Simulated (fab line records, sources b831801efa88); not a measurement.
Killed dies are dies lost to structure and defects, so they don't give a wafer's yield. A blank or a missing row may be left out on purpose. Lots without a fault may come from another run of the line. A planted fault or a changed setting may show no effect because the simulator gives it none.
Problem report in the 8D (eight disciplines) form, filled by code | flow sky130 | the parts of the form that need people (team, actions taken, sign-off) are left out

1. THE PROBLEM
POLY_GATE_CVD_00_THK at SKY_POLY_GATE_THK_MEAS_01 reads a mean of 155.7 nm on 6 wafers of 2 lots; wafers without a fault read 179.6 nm with a standard deviation of 1.7. That is -14 standard deviations from the usual mean.
First seen on wafer L393.1, day 16 20:10, on film_metro-04. The record holds 30 wafers of 10 lots with a number at this step. Rule for "out", or "out of limits": more than 4 standard deviations from the usual mean. The other wafers with a number count as sound.

2. WHAT IT IS AND WHAT IT IS NOT
question                    | is                           | is not
which readings at this step | POLY_GATE_CVD_00_THK         | -
which lots                  | L393, L394                   | L385, L387, L392, L402, L403, L405, L406, L408
which wafers of those lots  | all that have a number       | -
read on which gauges        | film_metro-02, film_metro-04 | film_metro-03
when                        | from day 16 20:10            | up to then (9 sound wafers); but 15 sound wafers of L402, L403, L405, L406, L408 came after

3. SUSPECTS, AND WHAT RULES EACH OUT
Counting: a tool at a process step up to the reading stays a suspect if it ran every lot that is out and no sound lot after the first of them.
- the gauge at SKY_POLY_GATE_THK_MEAS_01: ruled out. The wafers that are out were read on 2 gauges (film_metro-02, film_metro-04).
- plasma_asher-01 at SKY_GATE_OXIDE_STRIP_13 (strips in O2/N2): ruled out as a lasting fault. Sound lots L402, L406 ran on it after its first lot that is out, L393 (day 16 15:49).
- lpcvd-01 at SKY_POLY_GATE_CVD_00 (deposits poly-Si, target thk 180 nm, time 720 s): ruled out as a lasting fault. Sound lots L403, L402, L405, L406, L408 ran on it after its first lot that is out, L393 (day 16 18:58).
Left after counting: nothing in the record.

4. THE CAUSE (what the simulator had put in)
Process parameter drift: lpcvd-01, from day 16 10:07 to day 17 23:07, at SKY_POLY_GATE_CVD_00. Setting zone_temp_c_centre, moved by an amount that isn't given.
Counting ruled it out, wrongly: the rule takes a fault to strike every lot that its tool runs from its start on, and this one did not.

5. THE CHAIN OF EFFECTS, in route order
Each row: a reading whose mean over the struck wafers that have a number lies more than 3 standard deviations from the usual. Only readings for which the record gives a usual standard deviation are gone through. hours: the time from each lot's start at the first step in this table that gives one to its start at this step, as a median over the lots. sigmas: the change in usual standard deviations.
hours | step                      | reading               | usual      | on struck wafers | change | sigmas
0     | SKY_POLY_GATE_CVD_00      | spike_tc_centre_C     | 620.8 C    | 598.1            | -22.7  | -16
0     | SKY_POLY_GATE_CVD_00      | spike_tc_upper_C      | 620.1 C    | 623.3            | +3.2   | +3.8
0     | SKY_POLY_GATE_CVD_00      | zone_power_centre_pct | 8.3 %      | 4.8              | -3.5   | -4.5
0     | SKY_POLY_GATE_CVD_00      | zone_power_lower_pct  | 9.24 %     | 11.43            | +2.19  | +8.4
0     | SKY_POLY_GATE_CVD_00      | zone_power_upper_pct  | 7.9 %      | 9.8              | +1.9   | +3.0
1     | SKY_POLY_GATE_THK_MEAS_01 | POLY_GATE_CVD_00_THK  | 179.6 nm   | 155.7            | -23.9  | -14
64    | SKY_POLY_GATE_ETCH_17     | oes_product_au        | 0.980 a.u. | 0.898            | -0.082 | -7.5
The process steps in it:
- SKY_POLY_GATE_CVD_00: deposits poly-Si, target thk 180 nm, time 720 s.
- SKY_POLY_GATE_ETCH_17: etches poly-Si in HBr/Cl2, stops on SiO2, target depth 180 nm, time 70.5 s.

6. WHAT WOULD HAVE CAUGHT IT SOONER
In this record the first reading out of limits at a measuring or inspecting step was taken at day 16 20:10, 10 hours after the fault began at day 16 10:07.
The tool's own readings at SKY_POLY_GATE_CVD_00 were out on every struck wafer that the step has a row for (spike_tc_centre_C, zone_power_lower_pct): an alarm limit on them would have fired on the first of those.
